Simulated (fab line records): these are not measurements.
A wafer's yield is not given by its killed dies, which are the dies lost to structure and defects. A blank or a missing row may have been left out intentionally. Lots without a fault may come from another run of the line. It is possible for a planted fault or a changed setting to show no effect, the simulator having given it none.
The same fault as seen by 2 desks / flow gf180mcu / each desk has only its own numbers; what lay behind them comes last

## FROM THE METROLOGY DESK
Lot by lot, what the gauges showed, no matter which tool ran the lot: averages of those sampled wafers that carry a number. If a lot's mean is further than 4 standard deviations from the usual mean, the lot is out of limits and carries the mark OUT (the distance appears in the brackets).
Columns: A = CONTACT_W_RS at GF_CONTACT_RS_MEAS_25, usual 0.387 ohm/sq; B = CONTACT_W_THK at GF_CONTACT_THK_MEAS_26, usual 306 nm
lot=L524; first seen here=day 16 09:04; A=0.388; B=302
lot=L525; first seen here=day 16 19:26; A=0.381; B=312
lot=L528; first seen here=day 17 14:04; A=0.386; B=305
lot=L527; first seen here=day 17 16:48; A=0.389; B=308
lot=L529; first seen here=day 18 00:50; A=0.390; B=307
lot=L530; first seen here=day 18 09:30; A=0.385; B=310
lot=L534; first seen here=day 19 20:56; A=0.388; B=304
lot=L536; first seen here=day 20 15:16; A=0.388; B=306
lot=L537; first seen here=day 20 20:32; A=0.385; B=309
lot=L539; first seen here=day 21 19:33; A=0.386; B=311
lot=L540; first seen here=day 22 00:41; A=0.387; B=303
lot=L541; first seen here=day 22 08:39; A=0.380; B=313
lot=L547; first seen here=day 24 06:50; A=0.393; B=302
This desk found nothing out of limits on any of the 13 lots.

## TOOL OWNER'S DESK, krf-scanner-02
The tool's own readings at GF_M1_EXPOSE_11 (exposes mask Metal1, target cd 230 nm): means of the sampled wafers that have a number, for each lot that ran on this tool. If a lot's mean is further than 4 standard deviations from the usual mean, the lot is out of limits and carries the mark OUT (the distance appears in the brackets).
Columns: A = exposure-dose-mJ-cm2 at GF_M1_EXPOSE_11, usual 27.94
lot=L528; first seen here=day 18 01:49; A=28.03
lot=L529; first seen here=day 18 13:22; A=28.01
lot=L536; first seen here=day 21 04:09; A=27.98
lot=L537; first seen here=day 21 09:10; A=27.39 (-7.8) OUT
lot=L539; first seen here=day 22 08:00; A=27.51 (-6.0) OUT
This desk finds L537, L539 out of limits, L537 being first, at day 21 09:10 (exposure-dose-mJ-cm2 at GF_M1_EXPOSE_11). In limits: L528, L529, L536.

## BROUGHT TOGETHER
The tool owner's desk had the chance to raise an alarm at day 21 09:10 on L537, L539.
At the metrology desk, nothing out of limits was observed.
The metrology desk has L537, L539 on record, within its limits.
The lots listed all ran GF_M1_EXPOSE_11 on krf-scanner-02.

## WHAT WAS PUT IN BY THE SIMULATOR
Process parameters drifting: krf-scanner-02 at GF_M1_EXPOSE_11, beginning at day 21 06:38. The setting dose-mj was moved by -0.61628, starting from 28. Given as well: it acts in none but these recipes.
Lots struck among those shown: L537, L539.
Delay in hours, fault start to first out-of-limits reading, by desk: the tool owner's desk at 3.
